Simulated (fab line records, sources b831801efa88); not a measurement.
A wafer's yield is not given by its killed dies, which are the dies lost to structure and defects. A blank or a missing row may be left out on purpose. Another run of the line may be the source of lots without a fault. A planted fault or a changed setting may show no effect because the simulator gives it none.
2 desks, one fault ; flow gf180mcu ; what lay behind the numbers comes last; until then each desk has only its own

== FROM THE METROLOGY DESK ==
Lot by lot, what the gauges showed, no matter which tool ran the lot: averages of those sampled wafers that carry a number. A lot is out of limits, marked OUT, if its mean lies more than 4 standard deviations from the usual mean; the brackets give that distance.
Columns: A = TOP_METAL_ALCU_RS at GF_TOP_METAL_RS_MEAS_05, usual 0.0326 ohm/sq
lot;first seen here;A
L152;day 27 06:45;0.0330
L153;day 27 17:44;0.0326
L154;day 27 23:22;0.0330
L155;day 28 07:44;0.0328
L156;day 28 10:24;0.0329
L160;day 29 17:40;0.0324
L163;day 30 16:25;0.0318
L164;day 30 22:38;0.0319
L168;day 31 23:53;0.0327
L171;day 32 21:37;0.0327
L172;day 33 01:10;0.0325
L173;day 33 02:49;0.0330
L175;day 33 19:03;0.0326
L169;day 34 08:07;0.0323
Finding of this desk: none of the 14 lots has anything out of limits.

== TOOL OWNER'S DESK, pvd_sputter-04 ==
The tool's own readings at GF_TOP_METAL_SPUTTER_02 (material AlCu, target thk 900 nm, time 47.82 s): means of the sampled wafers that have a number, for each lot that ran on this tool. A lot is out of limits, marked OUT, if its mean lies more than 4 standard deviations from the usual mean; the brackets give that distance.
Columns: A = chamber_pressure_pa at GF_TOP_METAL_SPUTTER_02, usual 0.3000 Pa; B = throttle_valve_pct at GF_TOP_METAL_SPUTTER_02, usual 30.3 %
lot;first seen here;A;B
L152;day 27 06:40;0.3000;29.9
L154;day 27 23:16;0.3011;29.5
L163;day 30 16:19;0.2527 (-76) OUT;32.0
L164;day 30 22:32;0.2530 (-76) OUT;32.5
L175;day 33 18:58;0.2999;29.9
This desk's verdict: out of limits on L163, L164, starting with L163 at day 30 16:19 (chamber_pressure_pa at GF_TOP_METAL_SPUTTER_02). Within limits: L152, L154, L175.

== ALL TOGETHER ==
An alarm could have come from the tool owner's desk at day 30 16:19, on L163, L164.
From the metrology desk's view, nothing was out of limits.
The metrology desk holds a record of L163, L164, inside its limits.
Of the lots named, all ran GF_TOP_METAL_SPUTTER_02 on pvd_sputter-04.

== WHAT THE SIMULATOR PUT IN ==
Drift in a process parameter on pvd_sputter-04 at GF_TOP_METAL_SPUTTER_02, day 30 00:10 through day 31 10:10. Setting chamber_pressure_pa, moved by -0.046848, from 0.3. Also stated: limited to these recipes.
Struck lots among those shown: L163, L164.
Time in hours from fault onset to the first out-of-limits reading at each desk: the tool owner's desk, 16.
